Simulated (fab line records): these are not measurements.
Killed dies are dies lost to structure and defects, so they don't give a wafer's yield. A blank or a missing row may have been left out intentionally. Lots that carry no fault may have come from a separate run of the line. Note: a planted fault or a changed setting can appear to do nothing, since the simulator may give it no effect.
Which tool was responsible?	flow sky130	36 wafers from 12 lots sampled at 5 of the route's 708 steps

WHAT THE GAUGES SHOWED, per wafer
SKY_VIA3_OVL_MEAS_13.
lot	measured	on	VIA3_OVL (nm)
L166	day 39 15:00	overlay-02	-7 -7 -11
L167	day 40 00:50	overlay-01	5 4 0
L168	day 40 09:49	overlay-01	-6 8 0
L169	day 40 20:42	overlay-02	-3 0 -5
L170	day 40 22:28	overlay-01	1 7 -1
L172	day 41 16:08	overlay-02	5 5 6
L173	day 41 21:55	overlay-02	3 5 7
L176	day 42 15:54	overlay-01	8 2 10
L177	day 43 03:12	overlay-02	1 1 4
L185	day 45 01:35	overlay-01	-6 -2 -5
L187	day 45 19:11	overlay-02	-3 4 3
L189	day 46 09:02	overlay-02	-10 -7 -1

SKY_CAP2M_THK_MEAS_01.
lot	measured	on	CAP2M_CVD_00_THK (nm)
L166	day 39 16:34	film metro-04	15.34 15.24 15.35
L167	day 40 02:25	film metro-02	15.45 15.47 15.97
L168	day 40 11:28	film metro-03	15.24 15.45 15.58
L169	day 40 22:18	film metro-03	15.43 15.78 15.73
L170	day 41 00:02	film metro-03	15.69 15.45 15.90
L172	day 41 17:44	film metro-03	15.32 15.62 15.70
L173	day 41 23:32	film metro-03	16.00 15.91 15.71
L176	day 42 17:32	film metro-04	22.39 15.85 22.54
L177	day 43 05:00	film metro-02	16.00 15.68 22.72
L185	day 45 03:12	film metro-03	15.61 15.34 15.38
L187	day 45 21:05	film metro-04	15.55 15.23 15.46
L189	day 46 10:37	film metro-04	15.18 15.65 15.23

SKY_CAP2M_OVL_MEAS_12.
lot	measured	on	CAP2M_OVL (nm)
L166	day 40 17:14	overlay-01	-0.2 1.4 -0.9
L167	day 41 02:29	overlay-02	2.2 1.4 1.7
L168	day 41 11:24	overlay-02	0.5 0.6 0.5
L169	day 41 21:50	overlay-01	3.2 2.5 1.5
L170	day 41 23:07	overlay-02	2.9 -0.7 0.1
L172	day 42 17:23	overlay-01	1.9 2.2 2.5
L173	day 42 22:15	overlay-02	0.7 -0.6 -0.9
L176	day 43 17:14	overlay-01	-0.2 1.6 1.8
L177	day 44 03:21	overlay-01	0.6 -0.7 0.3
L185	day 46 00:23	overlay-01	-0.3 1.4 -1.4
L187	day 46 17:32	overlay-01	2.2 1.8 3.4
L189	day 47 06:56	overlay-02	0.2 0.9 -0.3

TOOL THAT RAN EACH LOT (tool first, then ch and the chambers of the sampled wafers, then the start)
lot	SKY_METAL4_SPUTTER_02	SKY_CAP2M_CVD_00
L166	pvd sputter-01, day 39 16:27	pecvd-01 ch 1,2, day 39 16:33
L167	pvd sputter-01, day 40 02:17	pecvd-01 ch 0,1,2, day 40 02:23
L168	pvd sputter-03, day 40 11:19	pecvd-01 ch 1,2, day 40 11:26
L169	pvd sputter-01, day 40 22:10	pecvd-02 ch 0,2, day 40 22:17
L170	pvd sputter-03, day 40 23:54	pecvd-01 ch 0,1, day 41 00:01
L172	pvd sputter-02, day 41 17:37	pecvd-01 ch 0,1, day 41 17:43
L173	pvd sputter-01, day 41 23:23	pecvd-02 ch 0,1,2, day 41 23:30
L176	pvd sputter-02, day 42 17:23	pecvd-02 ch 2, day 42 17:30
L177	pvd sputter-03, day 43 04:50	pecvd-02 ch 0,2, day 43 04:58
L185	pvd sputter-03, day 45 03:04	pecvd-01 ch 0,1,2, day 45 03:11
L187	pvd sputter-01, day 45 20:56	pecvd-04 ch 1,2, day 45 21:03
L189	pvd sputter-03, day 46 10:29	pecvd-01 ch 0,2, day 46 10:35
- SKY_METAL4_SPUTTER_02: material AlCu, target thk 735 nm, time 39.1 s.
- SKY_CAP2M_CVD_00: deposits SiO2, target thk 15.5 nm.

AS READ BY THE TOOLS THEMSELVES (means over the sampled wafers that have a number; for cases with no such wafer, the mark the record gives instead)
SKY_METAL4_SPUTTER_02.
lot	tool	throttle valve pct (%)
L166	pvd sputter-01	28.5
L167	pvd sputter-01	28.4
L168	pvd sputter-03	30.2
L169	pvd sputter-01	29.3
L170	pvd sputter-03	31.0
L172	pvd sputter-02	28.9
L173	pvd sputter-01	28.9
L176	pvd sputter-02	28.8
L177	pvd sputter-03	31.0
L185	pvd sputter-03	30.5
L187	pvd sputter-01	29.3
L189	pvd sputter-03	30.2

SKY_CAP2M_CVD_00.
lot	tool	heater power outer w (W)	heater power w (W)
L166	pecvd-01	532	861
L167	pecvd-01	501	845
L168	pecvd-01	526	845
L169	pecvd-02	481	794
L170	pecvd-01	454	753
L172	pecvd-01	481	816
L173	pecvd-02	491	816
L176	pecvd-02	510	837
L177	pecvd-02	475	787
L185	pecvd-01	494	829
L187	pecvd-04	416	728
L189	pecvd-01	513	886

THE ANSWER, worked out from the rows above alone
Rule: the usual values come from the lots themselves. The widest of any qualifying gaps counts: lots, ordered by their means at a reading, are off when they make up no more than a third of the lots, leave a main group of 4 or more, and stand apart from it by 3 or more times the standard deviation of that group's means. Not used: any main group whose means are identical at the precision the tables above print for the reading. A lot without any number at a reading at which 4 lots or more have one is off too. Where the step has rows for the other lots, those lots are counted as sound. Order of review: gauges by route order, followed by the tools' own readings, for which a lot's mean as printed above is used. At the first step where some lot is off, the reading lying furthest off is the one used; lots without a number count as furthest.
Off: L176, L177, at SKY_CAP2M_THK_MEAS_01 (CAP2M_CVD_00_THK). The main group: mean 15.53 nm, standard deviation 0.17.
If a tool, at a process step before that reading, ran all the lots that are off and no sound lot after the first of them, it fits. The gauges at SKY_CAP2M_THK_MEAS_01 are tried like those tools. One fits: pecvd-02 at SKY_CAP2M_CVD_00. Its last sound lot is L173 (day 41 23:30), its first lot that is off L176 (day 42 17:30): a fault that began between those two fits.

WHAT THE SIMULATOR PUT IN
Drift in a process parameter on pecvd-02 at SKY_CAP2M_CVD_00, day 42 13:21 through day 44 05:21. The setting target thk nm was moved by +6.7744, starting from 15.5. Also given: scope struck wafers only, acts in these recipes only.
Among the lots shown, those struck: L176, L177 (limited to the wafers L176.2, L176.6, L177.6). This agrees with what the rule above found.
